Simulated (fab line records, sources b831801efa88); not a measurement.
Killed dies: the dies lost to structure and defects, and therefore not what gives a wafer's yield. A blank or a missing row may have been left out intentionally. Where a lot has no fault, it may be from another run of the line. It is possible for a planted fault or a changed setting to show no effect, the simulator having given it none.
Which tool is to blame? ; flow gf180mcu ; 24 lots, 72 wafers sampled, at 3 steps of a route of 602

## WHAT THE GAUGES SHOWED, per wafer
GF_HV_LDD_TW_MEAS_38.
lot;measured;on;HV_LDD_3_TW
L074;day 10 19:45;film_metro-02;1421 1417 1418
L075;day 11 02:21;film_metro-04;1428 1429 1436
L076;day 11 18:12;film_metro-02;1424 1420 1421
L077;day 11 19:42;film_metro-04;1435 1437 1438
L078;day 12 02:13;film_metro-02;1429 1421 1429
L079;day 12 10:27;film_metro-02;1424 1415 1419
L080;day 14 18:10;film_metro-04;1449 1445 1456
L081;day 14 22:14;film_metro-03;1454 1449 1446
L082;day 15 01:11;film_metro-03;1464 1469 1462
L084;day 15 01:45;film_metro-02;1419 1426 1415
L083;day 15 03:53;film_metro-02;1427 1413 1414
L085;day 15 05:23;film_metro-03;1454 1456 1455
L086;day 15 05:58;film_metro-04;1445 1440 1435
L087;day 15 18:53;film_metro-04;1450 1443 1445
L088;day 16 14:35;film_metro-02;1418 1418 1417
L089;day 16 15:15;film_metro-03;1455 1451 1451
L090;day 17 00:04;film_metro-02;1425 1428 1430
L091;day 17 11:52;film_metro-02;1416 1430 1418
L092;day 17 21:59;film_metro-04;1460 1459 1448
L093;day 18 16:58;film_metro-03;1459 1456 1457
L094;day 18 16:03;film_metro-02;1424 1435 1425
L095;day 19 01:09;film_metro-04;1452 1450 1458
L096;day 19 16:01;film_metro-02;1435 1434 1434
L097;day 19 14:36;film_metro-03;1458 1448 1463

GF_CONTACT_THK_MEAS_26: measures by xrf.
lot;measured;on;CONTACT_W_THK (nm)
L074;day 15 07:38;film_metro-03;307 302 301
L075;day 15 13:18;film_metro-02;301 293 303
L076;day 16 07:26;film_metro-04;302 303 303
L077;day 16 09:24;film_metro-03;303 301 300
L078;day 16 15:41;film_metro-03;306 307 304
L079;day 17 00:30;film_metro-03;301 302 309
L080;day 19 19:54;film_metro-04;295 293 297
L081;day 19 23:28;film_metro-04;298 295 294
L082;day 20 02:28;film_metro-04;315 311 315
L084;day 20 03:23;film_metro-03;298 297 299
L083;day 20 06:44;film_metro-02;301 302 297
L085;day 20 08:46;film_metro-02;306 305 304
L086;day 20 10:14;film_metro-02;307 308 305
L087;day 21 00:02;film_metro-02;308 302 310
L088;day 21 22:02;film_metro-03;314 310 303
L089;day 21 23:59;film_metro-02;305 305 305
L090;day 22 06:31;film_metro-04;298 298 300
L091;day 22 18:37;film_metro-03;306 303 305
L092;day 23 05:36;film_metro-02;296 299 300
L093;day 23 22:26;film_metro-02;290 298 294
L094;day 23 21:20;film_metro-03;312 316 315
L095;day 24 06:26;film_metro-04;304 299 297
L096;day 24 19:20;film_metro-04;303 304 313
L097;day 24 18:26;film_metro-03;309 304 307

## EACH LOT AND THE TOOL THAT RAN IT (in order: tool; ch and the chambers of the sampled wafers; start)
lot;GF_DNWELL_STRIP_08
L074;plasma_asher-02 ch 0,1, day 2 17:26
L075;plasma_asher-03 ch 0,1, day 2 23:20
L076;plasma_asher-04 ch 1, day 3 05:32
L077;plasma_asher-04 ch 0,1, day 3 10:38
L078;plasma_asher-03 ch 0,1, day 3 16:47
L079;plasma_asher-04 ch 0,1, day 3 19:30
L080;plasma_asher-02 ch 0, day 4 22:44
L081;plasma_asher-02 ch 0,1, day 4 23:23
L082;plasma_asher-03 ch 0,1, day 5 02:41
L084;plasma_asher-02 ch 0,1, day 5 02:54
L083;plasma_asher-03 ch 0,1, day 5 03:14
L085;plasma_asher-02 ch 0,1, day 5 03:35
L086;plasma_asher-04 ch 0, day 5 06:50
L087;plasma_asher-04 ch 0,1, day 5 13:20
L088;plasma_asher-03 ch 0,1, day 6 00:23
L089;plasma_asher-04 ch 0,1, day 6 03:02
L090;plasma_asher-03 ch 0,1, day 6 06:50
L091;plasma_asher-02 ch 0,1, day 6 13:03
L092;plasma_asher-02 ch 0,1, day 6 19:59
L093;plasma_asher-04 ch 0,1, day 7 00:05
L094;plasma_asher-04 ch 0,1, day 7 04:14
L095;plasma_asher-04 ch 0,1, day 7 08:59
L096;plasma_asher-04 ch 0,1, day 7 22:57
L097;plasma_asher-02 ch 1, day 7 23:08
- GF_DNWELL_STRIP_08: strips in O2/N2.

## AS READ BY THE TOOLS THEMSELVES (means over the sampled wafers that have a number; for cases with no such wafer, the mark the record gives instead)
GF_DNWELL_STRIP_08.
lot;tool;drypump_motor_current_A (A);heater_power_w (W);n2_flow_sccm (sccm);oes_product_au (a.u.);strip_time_to_endpoint_s (s)
L074;plasma_asher-02;6.0;313;300.6;0.720;36.99
L075;plasma_asher-03;5.5;264;299.8;0.721;36.96
L076;plasma_asher-04;5.7;305;300.7;0.719;37.02
L077;plasma_asher-04;5.4;352;300.5;0.720;37.07
L078;plasma_asher-03;5.5;258;299.5;0.722;36.96
L079;plasma_asher-04;5.5;331;299.8;0.727;36.90
L080;plasma_asher-02;5.9;306;300.2;0.722;37.00
L081;plasma_asher-02;5.9;319;300.3;0.722;37.02
L082;plasma_asher-03;5.5;258;300.0;0.723;37.07
L084;plasma_asher-02;6.0;317;299.7;0.723;37.05
L083;plasma_asher-03;5.5;263;300.1;0.724;36.90
L085;plasma_asher-02;5.9;312;299.0;0.723;36.84
L086;plasma_asher-04;5.2;377;300.8;0.719;36.98
L087;plasma_asher-04;5.5;327;299.8;0.722;37.11
L088;plasma_asher-03;5.7;257;300.3;0.720;36.87
L089;plasma_asher-04;5.5;326;299.2;0.721;36.99
L090;plasma_asher-03;5.5;257;300.2;0.722;37.09
L091;plasma_asher-02;6.0;324;299.6;0.722;37.01
L092;plasma_asher-02;6.0;322;300.0;0.724;36.93
L093;plasma_asher-04;5.4;351;300.3;0.727;37.23
L094;plasma_asher-04;5.4;352;300.1;0.725;36.96
L095;plasma_asher-04;5.5;328;299.9;0.726;37.14
L096;plasma_asher-04;5.4;354;299.9;0.722;36.89
L097;plasma_asher-02;6.1;325;300.7;0.721;36.98

## THE ANSWER, worked out from the rows above alone
Rule: the lots themselves supply what counts as usual. Put in order of their means at a reading, lots are off if they are a third of the lots or fewer, leave a main group of 4 or more, and stand apart from it by a gap of 3 or more times the standard deviation of the main group's means; of several such gaps the widest counts. If all means in a main group match to the digits the tables above print for the reading, that group is not used. A lot without any number at a reading at which 4 lots or more have one is off too. The other lots that the step has rows for count as sound. After the gauges, taken in route order, come the tools' own readings; for these a lot's mean is taken, as printed above. At the first step where some lot is off, the reading lying furthest off is the one used; lots without a number count as furthest.
Nothing can be told from this: no lot is off at any reading shown.

## WHAT HAD BEEN PUT IN BY THE SIMULATOR
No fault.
